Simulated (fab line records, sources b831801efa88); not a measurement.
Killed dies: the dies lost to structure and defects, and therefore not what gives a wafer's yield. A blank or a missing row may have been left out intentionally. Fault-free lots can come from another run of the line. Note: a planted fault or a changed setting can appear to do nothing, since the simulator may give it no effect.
Comparing a struck lot with a sound one    flow gf180mcu    43 out of 602 route steps
Sound: the wafers L771.2, L771.4, L771.5. Struck: wafer L775.4. (L775.2 of the same lot was not struck and is left out.) The cause comes at the end.
For every step that has rows: the tool of each side, followed by ch and its chambers, followed by its first start. Under that, the readings that differ: sound wafers    struck wafers    difference of the means    sigmas: that difference in standard deviations of wafers without a fault.
alike: readings whose means differ by less than 2 such deviations, and words and numbers that are the same on both sides. not compared: withheld readings, readings that some wafer has no value for, bounds like >300 that may hide the same value, and numbers for which the record gives no deviation and whose values overlap.
A row with sigmas, a row that says differs or no value, or rows on one side alone: a step with any of these is where the two part. Numbers that don't overlap but have no deviation are shown without sigmas and don't part them. A reading missing from all wafers of one side parts the sides only when that side holds two or more wafers.

first, 2 steps without rows for these wafers: GF_CONTACT_CLEAN_20 (cleans in DIW); GF_CONTACT_CLEAN_21 (cleans in dHF, time 20 s).
GF_CONTACT_SPUTTER_22: material Ti, target thk 15 nm, time 80.02 s.
  sound on pvd sputter-03 at day 18 16:46; struck on pvd sputter-01 at day 20 03:12
  alike: chamber pressure pa, throttle valve pct
then, 2 steps without rows for these wafers: GF_CONTACT_SPUTTER_23 (material TiN, target thk 10 nm, time 40 s); GF_CONTACT_CVD_24 (deposits W, target thk 300 nm, time 90.339 s).
GF_CONTACT_RS_MEAS_25: measurement is done with a four-point probe.
  sound on film metro-02 at day 18 16:59; struck on film metro-03 at day 20 03:25
  alike: CONTACT_W_RS
GF_CONTACT_THK_MEAS_26: measures by xrf.
  sound on film metro-02 at day 18 17:06; struck on film metro-03 at day 20 03:32
  alike: CONTACT_W_THK
GF_CONTACT_CMP_27: polishes, stops on SiO2, t overpolish 15 s, target thk 0 nm.
  sound on cmp-02 ch 0,1,2, day 18 17:09; struck on cmp-02 ch 0, day 20 03:41
  alike: motor current A, overpolish run s, time to endpoint s
then, 2 steps without rows for these wafers: GF_M1_SPUTTER_00 (material Ti, target thk 37.5 nm, time 150 s); GF_M1_SPUTTER_01 (material TiN, target thk 30 nm, time 25 s).
GF_M1_SPUTTER_02: material AlCu, target thk 450 nm, time 23.9 s.
  sound on pvd sputter-01 at day 18 17:35; struck on pvd sputter-04 at day 20 04:01
  alike: chamber pressure pa, throttle valve pct
GF_M1_SPUTTER_03: material Ti, target thk 10 nm, time 6.7 s.
  sound on pvd sputter-01 at day 18 17:37; struck on pvd sputter-04 at day 20 04:02
  alike: chamber pressure pa, throttle valve pct
GF_M1_SPUTTER_04: material TiN, target thk 50 nm, time 41.7 s.
  sound on pvd sputter-01 at day 18 17:38; struck on pvd sputter-04 at day 20 04:04
reading                                 sound              struck  difference  sigmas
model.TiN_of_M1_SPUTTER_04.thk nm (nm)  48.81 49.11 49.28  44.01   -5.06       
  alike: chamber pressure pa, throttle valve pct
GF_M1_RS_MEAS_05: measurement is done with a four-point probe.
  sound on film metro-04 at day 18 17:41; struck on film metro-04 at day 20 04:07
reading              sound                 struck  difference  sigmas
M1_ALCU_RS (ohm/sq)  0.0696 0.0694 0.0697  0.0673  -0.0023     -2
GF_M1_THK_MEAS_06: measures by xrf.
  sound on film metro-04 at day 18 17:48; struck on film metro-04 at day 20 04:14
reading           sound        struck  difference  sigmas
M1_ALCU_THK (nm)  452 454 452  474     +21         +3
then, 7 steps without rows for these wafers: GF_M1_DEHYDRATE_07 (time 60 s); GF_M1_HMDS_08 (prime time 60 s); GF_M1_COAT_09 (resist thk 1000 nm); GF_M1_SOFTBAKE_10 (time 60 s); GF_M1_EXPOSE_11 (exposes mask Metal1, target cd 230 nm); GF_M1_PEB_12 (peb time 90 s); GF_M1_DEVELOP_13 (develop time 60 s).
GF_M1_CD_MEAS_14: the cd target is 230 nm.
  sound on cd sem-01 at day 19 19:30; struck on cd sem-01 at day 21 02:51
  alike: cd nm
GF_M1_OVL_MEAS_15:
  sound on overlay-02 at day 19 19:37; struck on overlay-02 at day 21 02:58
  alike: M1_OVL
then, 5 steps without rows for these wafers: GF_M1_METAL_ETCH_16 (etches the open film in Cl2/BCl3, stops on SiO2, target depth 750.8 nm, time 125.1 s); GF_M1_STRIP_17 (strips in O2/N2); GF_M1_STRIP_18 (strips in post etch residue remover, time 1200 s); GF_M1_CLEAN_19 (cleans in DIW); GF_V1_CVD_00 (deposits SiO2, target thk 600 nm, time 100 s).
GF_V1_THK_MEAS_01:
  sound on film metro-02 at day 19 20:33; struck on film metro-01 at day 21 03:44
  alike: V1_CVD_00_THK
GF_V1_CVD_02: deposits SiO2 from TEOS, target thk 850 nm, time 94.851 s.
  sound on pecvd-03 ch 0,1,2, day 19 20:36; struck on pecvd-04 ch 1, day 21 03:47
  alike: heater power outer w, heater power w
GF_V1_THK_MEAS_03:
  sound on film metro-01 at day 19 20:41; struck on film metro-02 at day 21 03:52
  alike: V1_CVD_02_THK
then, 1 step without rows for these wafers: GF_V1_CMP_04 (polishes SiO2).
GF_V1_BOW_MEAS_05:
  sound on film metro-02 at day 19 21:03; struck on film metro-04 at day 21 04:14
  alike: V1_BOW
then, 8 steps without rows for these wafers: GF_V1_DEHYDRATE_06 (time 60 s); GF_V1_HMDS_07 (prime time 60 s); GF_V1_COAT_08; GF_V1_COAT_09 (resist thk 1000 nm); GF_V1_SOFTBAKE_10 (time 60 s); GF_V1_EXPOSE_11 (exposes mask Via1, target cd 260 nm); GF_V1_PEB_12 (peb time 90 s); GF_V1_DEVELOP_13 (develop time 60 s).
GF_V1_STRIP_19: strips in post etch residue remover, time 1200 s.
  sound on wet bench-04 ch 2, day 20 20:40; struck on wet bench-04 ch 3, day 22 02:52
reading                                 sound              struck  difference  sigmas
model.TiN_of_M1_SPUTTER_04.thk nm (nm)  47.97 48.28 48.44  43.17   -5.06       

== WHERE THEY PART ==
First at GF_M1_RS_MEAS_05; last, within this record, at GF_M1_THK_MEAS_06. Later steps at which nothing parts them and some readings are alike: GF_M1_CD_MEAS_14, GF_M1_OVL_MEAS_15, GF_V1_THK_MEAS_01, GF_V1_CVD_02, GF_V1_THK_MEAS_03, GF_V1_BOW_MEAS_05.

WHY: the cause the simulator had injected
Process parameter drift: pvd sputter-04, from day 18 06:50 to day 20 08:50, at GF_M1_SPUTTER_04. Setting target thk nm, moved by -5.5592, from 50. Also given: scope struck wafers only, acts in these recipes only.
